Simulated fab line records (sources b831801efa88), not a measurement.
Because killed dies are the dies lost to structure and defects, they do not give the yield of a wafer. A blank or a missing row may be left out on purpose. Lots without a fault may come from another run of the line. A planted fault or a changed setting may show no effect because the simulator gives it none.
fab line records | flow sky130
record: lots: 6 wafers: 17 last_day: 50
route steps=708 shown FIELD_ISO@16 PAD_OPEN@708
lots that met no fault: from a run of the same line without faults
start_h: hours from the record's first day to the start of the lot's first wafer shown | wait_h: time in hours since the lot's previous step | " identical to the entry in the row above | L1.1+2: one row covering several wafers at once | - no value, or no start was given | * or withheld: withheld | < > ~ a bound
route shown NAME@n: NAME is a module with steps in the file, n the number in the route of the first one | usual: the fault-free wafers' mean and standard deviation | same: alike in all rows | chamber/n: place in a boat | sites: per-site readings | _std_site: standard deviation of those values | _edge_site: outer sites' mean less inner sites' | radius_mm: how far each site lies from the wafer's centre | mask NAME#n: copy n | behind: the most recent tool/chamber to have shaped the wafer | hold: the reason the lot was held/the length of the hold in hours/how it ended | device: the transistor (n, p or np) that didn't switch | end of line: at the end of the route, the tests of the same wafers | a step without rows: its recipe alone | killed: not the wafer's yield, but the dies lost to structure and defects at the first sort | map: a wafer's dies, x killed, . not, _ none there
set.NAME: setting as actually run; set.NAME@STEP: the setting as run at that earlier step | model.NAME: the simulator's own value behind a step, which no gauge read
certain route steps with their lots: each step a table, each wafer a row
services: from which hour (start_h, from the record's first day; less than 0 if before it) a tool's chamber was out of use, for how many hours, and why
== steps ==
step: SKY_FIELD_ISO_ETCH_15
recipe: chemistry: CHF3/O2 target_depth_nm: 180 stop_on: Si source_w: 600 bias_w: 200 pressure_mtorr: 40 chf3_flow_sccm: 50 O2_flow_sccm: 5 time_s: 72
usual: drypump_motor_current_A: 5.5/0.39 oes_product_au: 0.947/0.0068 throttle_valve_pct: 8.845/0.0089
columns lot.wafer tool chamber start_h wait_h drypump_motor_current_A oes_product_au rf_hours_counter_h throttle_valve_pct
L899.2 rie_diel-02 1 34.07 0.0 5.9 0.953 66 8.860
L899.3 " 0 " " 5.4 0.948 157 8.837
L899.6 " 1 " " 5.9 0.943 - 8.820
L905.3 rie_diel-02 1 65.67 0.0 5.9 0.939 67 8.842
L905.5 " 3 " " 5.2 0.962 - 8.839
L905.6 " 1 " " 5.9 0.952 - 8.851
L910.1 rie_diel-02 1 94.12 0.0 5.9 0.952 68 8.848
L910.3 " 2 " " 5.5 0.953 4 8.833
L910.6 " 3 " " 5.2 0.953 - 8.851
L911.1 rie_diel-02 1 96.67 0.0 5.9 0.948 68 8.837
L911.4 " 0 " " 5.3 0.949 159 8.841
L911.6 " 0 " " 5.3 0.946 - 8.856
L914.1 rie_diel-04 0 112.47 0.0 5.9 0.939 99 8.840
L914.3 " 1 " " 5.8 0.947 44 8.843
L920.1 rie_diel-04 0 143.48 0.0 5.9 0.955 99 8.833
L920.2 " 3 " " 6.0 0.953 67 8.860
L920.4 " 1 " " 5.8 0.946 44 8.841
step: SKY_FIELD_ISO_STRIP_16
recipe: chemistry: O2/N2 power_w: 1400 pressure_mtorr: 1500 platen_temp_c: withheld o2_flow_sccm: 3000 n2_flow_sccm: 300 overash_fraction: 0.5
usual: drypump_motor_current_A: 5.5/0.51 o2_flow_sccm: 3001/8.6 oes_product_au: 0.378/0.005 strip_time_to_endpoint_s: 3.550/0.028
columns lot.wafer tool chamber start_h wait_h drypump_motor_current_A o2_flow_sccm oes_product_au rf_hours_counter_h strip_time_to_endpoint_s
L899.2 plasma_asher-04 1 34.12 0.0 5.0 2989 0.387 35 3.553
L899.3 " 1 " " 5.0 2994 0.375 - 3.601
L899.6 " 1 " " 5.0 3001 0.386 - 3.545
L905.3 plasma_asher-04 0 65.76 0.1 5.6 2999 0.370 - 3.563
L905.5 " 1 " " 4.9 3007 0.380 - 3.597
L905.6 " 0 " " 5.6 3005 0.380 - 3.584
L910.1 plasma_asher-02 0 94.18 0.0 6.0 3006 0.384 28 3.575
L910.3 " 0 " " 6.0 3010 0.385 - 3.572
L910.6 " 0 " " 6.0 3012 0.385 - 3.602
L911.1 plasma_asher-03 1 96.73 0.0 5.3 2998 0.386 41 3.543
L911.4 " 1 " " 5.3 3012 0.374 - 3.565
L911.6 " 1 " " 5.4 3003 0.383 - 3.561
L914.1 plasma_asher-04 1 112.53 0.0 5.0 2994 0.382 44 3.546
L914.3 " 1 " " 5.0 2998 0.377 - 3.554
L920.1 plasma_asher-02 0 143.53 0.0 6.0 2992 0.391 31 3.565
L920.2 " 1 " " 4.8 3005 0.379 31 3.546
L920.4 " 0 " " 6.0 3002 0.377 - 3.543
step: SKY_FIELD_ISO_ETCH_17
recipe: target_depth_a: 3420 mask_material: Si3N4 chemistry: HBr/Cl2/O2 target: Si taper_deg: 5 icp_w: 600 bias_w: 150 pressure_mtorr: 15 HBr_flow_sccm: 150 Cl2_flow_sccm: 40 O2_flow_sccm: 6 time_s: 97.7
usual: HBr_flow_sccm: 149.9/0.46 drypump_motor_current_A: 5.26/0.23 oes_product_au: 1.002/0.0065 throttle_valve_pct: 25.655/0.01
columns lot.wafer tool chamber start_h wait_h HBr_flow_sccm drypump_motor_current_A oes_product_au rf_hours_counter_h throttle_valve_pct
L899.2 rie_si-01 3 34.22 0.1 149.4 5.37 1.010 118 25.656
L899.3 " 1 " " 150.0 5.51 1.007 115 25.658
L899.6 " 1 " " 149.4 5.53 1.000 - 25.646
L905.3 rie_si-02 2 65.82 0.0 151.1 5.40 1.001 87 25.659
L905.5 " 0 " " 149.7 5.47 0.995 - 25.653
L905.6 " 1 " " 148.9 5.38 1.008 - 25.650
L910.1 rie_si-01 2 94.28 0.1 150.0 4.99 0.995 81 25.650
L910.3 " 0 " " 150.1 5.15 1.005 7 25.656
L910.6 " 1 " " 149.9 5.52 1.007 - 25.654
L911.1 rie_si-02 0 96.83 0.1 150.8 5.50 1.000 70 25.651
L911.4 " 2 " " 150.1 5.39 0.997 88 25.673
L911.6 " 2 " " 149.8 5.40 1.003 - 25.664
L914.1 rie_si-01 2 112.63 0.1 150.4 4.99 1.000 81 25.649
L914.3 " 3 " " 149.8 5.37 1.004 119 25.668
L920.1 rie_si-01 1 143.63 0.1 150.8 5.52 0.995 116 25.670
L920.2 " 0 " " 150.8 5.12 1.000 7 25.659
L920.4 " 3 " " 150.4 5.34 1.004 119 25.663
step: SKY_FIELD_ISO_WET_ETCH_18
recipe: chemistry: H3PO4 target_depth_nm: 25 temp_c: 160 target: Si3N4 time_s: 286
step: SKY_FIELD_ISO_CLEAN_19
recipe: chemistry: SC1/SC2 mix: 1:4:20 temp_c: 70 time_s: 150
step: SKY_FIELD_ISO_CLEAN_20
recipe: chemistry: dHF time_s: 20 dilution: 100:1
step: SKY_FIELD_ISO_WET_ETCH_21
recipe: chemistry: dHF dilution: 100:1 target_depth_nm: 20 dry: ipa_marangoni target: SiO2 temp_c: 25 time_s: 400
step: SKY_FIELD_ISO_OXIDATION_22
recipe: temp_c: 950 ambient: O2 stabilise_s: 600 purge_s: 300 target_thk_a: 100 ox_time_s: 623
step: SKY_FIELD_ISO_THK_MEAS_23
recipe: reads: SiO2_of_FIELD_ISO_OXIDATION_22
usual: FIELD_ISO_OXIDATION_01_THK: 10.00/0.16
columns lot.wafer tool chamber start_h wait_h FIELD_ISO_OXIDATION_01_THK[nm]
L899.2 film_metro-02 - 36.19 0.0 9.97
L899.3 " - " " 9.89
L899.6 " - " " 9.94
L905.3 film_metro-02 - 69.02 0.0 10.24
L905.5 " - " " 10.23
L905.6 " - " " 10.25
L910.1 film_metro-02 - 95.79 0.0 9.80
L910.3 " - " " 9.84
L910.6 " - " " 9.74
L911.1 film_metro-02 - 98.66 0.0 9.84
L911.4 " - " " 9.85
L911.6 " - " " 9.96
L914.1 film_metro-02 - 114.40 0.0 9.99
L914.3 " - " " 10.21
L920.1 film_metro-04 - 145.17 0.0 10.03
L920.2 " - " " 10.09
L920.4 " - " " 9.96
step: SKY_FIELD_ISO_CVD_24
recipe: material: SiO2 target_thk_nm: 595 temp_c: 650 sigma_open_frac: 0.3 time_s: 99.2 sih4_flow_sccm: 60 pressure_mtorr: 6
step: SKY_FIELD_ISO_THK_MEAS_25
recipe: reads: SiO2_of_FIELD_ISO_CVD_24
usual: FIELD_ISO_CVD_24_THK: 596/6.6
columns lot.wafer tool chamber start_h wait_h FIELD_ISO_CVD_24_THK[nm]
L899.2 film_metro-02 - 36.32 0.0 608
L899.3 " - " " 608
L899.6 " - " " 597
L905.3 film_metro-02 - 69.17 0.1 602
L905.5 " - " " 595
L905.6 " - " " 602
L910.1 film_metro-02 - 95.93 0.0 598
L910.3 " - " " 602
L910.6 " - " " 596
L911.1 film_metro-01 - 98.79 0.0 606
L911.4 " - " " 598
L911.6 " - " " 602
L914.1 film_metro-04 - 114.53 0.0 597
L914.3 " - " " 599
L920.1 film_metro-04 - 145.30 0.0 597
L920.2 " - " " 601
L920.4 " - " " 595
step: SKY_FIELD_ISO_ANNEAL_26
recipe: temp_c: 1000 time_s: 1800 ambient: N2
step: SKY_FIELD_ISO_CMP_27
recipe: stop_on: Si3N4 t_overpolish_s: 16 down_force_psi: 4 platen_rpm: 60 target_thk_nm: 457.8 pad_velocity_m_s: 0.94248
usual: motor_current_A: 10.9/1.2 overpolish_run_s: 15.999/0.0088 time_to_endpoint_s: 114/3.6
columns lot.wafer tool chamber start_h wait_h motor_current_A overpolish_run_s time_to_endpoint_s
L899.3 cmp-02 0 37.87 0.0 9.8 16.024 111
L899.2 " 3 " " 11.1 16.001 118
L899.6 " 0 " " 9.6 15.992 109
L905.3 cmp-01 2 70.81 0.1 8.9 15.998 110
L905.6 " 0 " " 10.2 15.996 113
L905.5 " 1 " " 11.6 16.003 113
L910.3 cmp-01 2 97.49 0.0 9.3 16.002 117
L910.1 " 1 " " 12.2 15.998 117
L910.6 " 3 " " 11.0 15.990 119
L911.1 cmp-02 1 100.45 0.1 12.4 15.991 227
L911.4 " 2 " " 11.7 16.000 226
L911.6 " 3 " " 11.5 16.008 114
L914.3 cmp-02 2 116.14 0.1 11.4 15.997 112
L914.1 " 0 " " 9.5 15.997 217
L920.2 cmp-01 0 146.86 0.0 10.0 16.005 117
L920.1 " 1 " " 10.9 16.003 122
L920.4 " 3 " " 11.4 15.992 119
step: SKY_FIELD_ISO_WET_ETCH_28
recipe: chemistry: dHF target_depth_nm: 23.7 target: SiO2 dilution: 10:1 temp_c: 25 time_s: 47
step: SKY_PAD_OPEN_PROBE_99
usual: killed_at_M0_to_M3: 42/7.7 killed_at_M4_up: 3.1/1.9 killed_at_contacts: 24/4.9 killed_at_front_end: 15/4.6 killed_at_other: 0.3/0.51 killed_dies: 85/9.9 killed_open: 47/7.1 killed_short: 38/6.7
same: gross_dies: 492 killed_at_back_side: 0
columns lot.wafer tool chamber start_h wait_h killed_at_M0_to_M3 killed_at_M4_up killed_at_contacts killed_at_front_end killed_at_other killed_dies killed_open killed_short
L899.2 prober-02 - 1076.88 0.1 48 1 23 25 0 97 58 39
L899.3 prober-02 - 1076.93 0.2 39 2 25 14 0 80 40 40
L899.6 prober-02 - 1077.08 0.2 45 2 26 19 0 92 56 36
L905.3 prober-02 - 1121.93 0.2 54 3 24 17 0 98 48 50
L905.5 prober-02 - 1122.03 0.2 46 1 17 18 0 82 46 35
L905.6 prober-02 - 1122.08 0.2 38 5 25 12 0 80 48 32
L910.1 prober-01 - 1149.34 0.1 41 2 23 19 0 85 54 30
L910.3 prober-01 - 1149.44 0.2 42 6 11 22 0 81 34 45
L910.6 prober-01 - 1149.59 0.2 24 2 22 24 1 73 45 27
L911.1 prober-02 - 1150.53 0.1 35 6 22 9 0 72 47 25
L911.4 prober-02 - 1150.68 0.2 39 2 31 12 0 84 56 28
L911.6 prober-02 - 1150.78 0.2 54 6 24 9 0 93 46 46
L914.1 prober-01 - 1165.96 0.1 35 1 22 16 0 74 37 37
L914.3 prober-01 - 1166.06 0.2 49 2 23 24 0 98 56 42
L920.1 prober-01 - 1197.47 0.1 51 7 22 9 1 90 44 45
L920.2 prober-01 - 1197.52 0.1 47 6 27 19 1 100 46 54
L920.4 prober-01 - 1197.62 0.2 40 5 26 13 0 84 43 41
killed by level:class
L899.2 VIA1:geometric_particle:open=16 VIA3:geometric_particle:open=13 CONTACT:geometric_particle:open=10 POLY_GATE:geometric_particle:open=9 CONTACT:geometric_particle:short=6 LI_CONTACT:geometric_particle:short=6 POLY_GATE:geometric_particle:short=5 METAL1:geometric_particle:short=5
L899.3 CONTACT:geometric_particle:open=9 VIA1:geometric_particle:short=8 METAL1:geometric_particle:short=7 LI_CONTACT:geometric_particle:open=6 VIA1:geometric_particle:open=6 VIA3:geometric_particle:open=6 POLY_GATE:geometric_particle:open=5 CONTACT:geometric_particle:short=5
L899.6 VIA1:geometric_particle:open=14 CONTACT:geometric_particle:open=11 VIA3:geometric_particle:open=9 LI_CONTACT:geometric_particle:open=8 FIELD_ISO:geometric_particle:open=6 VIA1:geometric_particle:short=5 METAL2:geometric_particle:short=5 FIELD_ISO:geometric_particle:short=4
L905.3 VIA1:geometric_particle:open=18 CONTACT:geometric_particle:open=10 VIA1:geometric_particle:short=9 POLY_GATE:geometric_particle:short=5 LOCAL_INTERCONNECT:geometric_particle:short=5 METAL2:geometric_particle:short=5 FIELD_ISO:geometric_particle:short=4 METAL1:geometric_particle:open=4
L905.5 VIA1:geometric_particle:open=15 CONTACT:geometric_particle:open=8 VIA3:geometric_particle:open=7 METAL2:geometric_particle:short=6 LI_CONTACT:geometric_particle:open=5 VIA2:geometric_particle:open=5 FIELD_ISO:geometric_particle:short=4 VIA2:geometric_particle:short=4
L905.6 CONTACT:geometric_particle:open=14 VIA2:geometric_particle:open=7 VIA3:geometric_particle:open=7 METAL1:geometric_particle:short=5 FIELD_ISO:geometric_particle:open=4 METAL4:geometric_particle:short=4 LI_CONTACT:geometric_particle:open=4 VIA1:geometric_particle:open=3
L910.1 VIA1:geometric_particle:open=15 LI_CONTACT:geometric_particle:open=9 CONTACT:geometric_particle:open=8 VIA2:geometric_particle:open=6 POLY_GATE:geometric_particle:open=5 METAL2:geometric_particle:short=5 FIELD_ISO:geometric_particle:short=4 POLY_GATE:geometric_particle:short=4
L910.3 VIA1:geometric_particle:open=13 FIELD_ISO:geometric_particle:short=6 METAL1:geometric_particle:short=6 VIA2:geometric_particle:open=5 POLY_GATE:geometric_particle:open=5 METAL4:geometric_particle:short=5 METAL2:geometric_particle:short=5 LI_CONTACT:geometric_particle:short=4
L910.6 LI_CONTACT:geometric_particle:open=10 CONTACT:geometric_particle:open=7 FIELD_ISO:geometric_particle:short=6 POLY_GATE:geometric_particle:open=6 VIA1:geometric_particle:open=6 FIELD_ISO:geometric_particle:open=4 METAL2:geometric_particle:short=4 VIA2:geometric_particle:open=4
L911.1 VIA1:geometric_particle:open=12 CONTACT:geometric_particle:open=9 VIA2:geometric_particle:open=8 LI_CONTACT:geometric_particle:open=5 METAL4:geometric_particle:short=5 CONTACT:geometric_particle:short=5 FIELD_ISO:geometric_particle:open=4 POLY_GATE:geometric_particle:open=3
L911.4 CONTACT:geometric_particle:open=17 VIA1:geometric_particle:open=10 LI_CONTACT:geometric_particle:open=7 VIA3:geometric_particle:open=6 POLY_GATE:geometric_particle:short=5 METAL2:geometric_particle:short=5 VIA2:geometric_particle:open=5 POLY_GATE:geometric_particle:open=4
L911.6 CONTACT:geometric_particle:open=11 VIA1:geometric_particle:short=10 VIA1:geometric_particle:open=10 METAL2:geometric_particle:short=9 VIA2:geometric_particle:open=7 VIA3:geometric_particle:short=6 CONTACT:geometric_particle:short=5 LI_CONTACT:geometric_particle:open=4
L914.1 CONTACT:geometric_particle:open=8 METAL1:geometric_particle:short=7 VIA1:geometric_particle:open=6 FIELD_ISO:geometric_particle:short=5 VIA3:geometric_particle:open=5 LOCAL_INTERCONNECT:geometric_particle:open=4 CONTACT:geometric_particle:short=4 VIA2:geometric_particle:open=4
L914.3 VIA2:geometric_particle:open=12 POLY_GATE:geometric_particle:short=7 VIA1:geometric_particle:open=7 CONTACT:geometric_particle:open=7 VIA3:geometric_particle:open=6 LI_CONTACT:geometric_particle:open=5 FIELD_ISO:geometric_particle:short=4 POLY_GATE:geometric_particle:open=4
L920.1 VIA1:geometric_particle:open=10 METAL2:geometric_particle:short=8 VIA3:geometric_particle:open=8 CONTACT:geometric_particle:open=6 LI_CONTACT:geometric_particle:short=5 LI_CONTACT:geometric_particle:open=5 METAL1:geometric_particle:short=5 VIA2:geometric_particle:open=5
L920.2 VIA1:geometric_particle:open=10 LI_CONTACT:geometric_particle:open=9 METAL2:geometric_particle:short=8 VIA2:geometric_particle:open=7 LOCAL_INTERCONNECT:geometric_particle:short=6 VIA3:geometric_particle:short=6 METAL1:geometric_particle:short=5 METAL4:geometric_particle:short=5
L920.4 CONTACT:geometric_particle:open=9 VIA1:geometric_particle:open=8 LI_CONTACT:geometric_particle:open=7 CONTACT:geometric_particle:short=5 METAL1:geometric_particle:short=5 VIA3:geometric_particle:open=5 VIA2:geometric_particle:open=5 VIA1:geometric_particle:short=4
== services ==
columns tool chamber start_h hours kind
rie_diel-04 0 26.37 4.9 repair
rie_diel-04 - 27.49 62.6 repair
rie_diel-04 3 43.08 7.4 repair
rie_diel-04 2 48.41 6.5 repair
cmp-01 - 50.72 0.6 repair
rie_diel-02 0 51.84 1.6 repair
rie_diel-02 2 62.86 4.3 repair
cmp-02 - 64.00 4.0 pm
rie_diel-04 2 71.86 8.2 repair
rie_si-02 0 76.65 6.6 repair
cmp-01 - 80.09 1.4 repair
cmp-01 - 83.05 6.0 pm
rie_diel-02 3 88.52 4.3 repair
plasma_asher-02 - 98.20 15.6 pm
cmp-01 - 101.26 0.9 repair
plasma_asher-03 - 108.75 9.0 pm
rie_si-02 2 113.49 5.2 repair
cmp-02 - 119.28 2.4 repair
rie_diel-02 - 119.93 2.8 pm
rie_diel-04 1 122.63 1.5 repair
rie_diel-02 0 136.35 - clean
rie_diel-02 0 136.35 15.7 scheduled_down
plasma_asher-03 - 139.75 6.9 repair
rie_diel-04 3 144.78 16.1 repair
== key ==
first_sign: step: SKY_FIELD_ISO_CMP_27 reading: time_to_endpoint_s direction: up sigmas: 30 usual: * struck: *
effect none on later readings
met_at SKY_FIELD_ISO_CMP_27
struck_wafers L911.1,L911.4,L914.1
tester_left_out L911,L914
onset_between 37.87 100.45
fault: kind: process_parameter_drift tool: cmp-02 chamber: - onset_h: 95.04 steps: SKY_FIELD_ISO_CMP_27 channel: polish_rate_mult offset: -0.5 shape: step end_h: 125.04 scope: struck_wafers_only
tester_left_out: of these lots the tester's yield and bins aren't shown, on N5 and GAA mostly nor the transistor test; their killed dies are dies lost to structure and defects alone, not to doping, threshold or leakage, so they don't give the yield
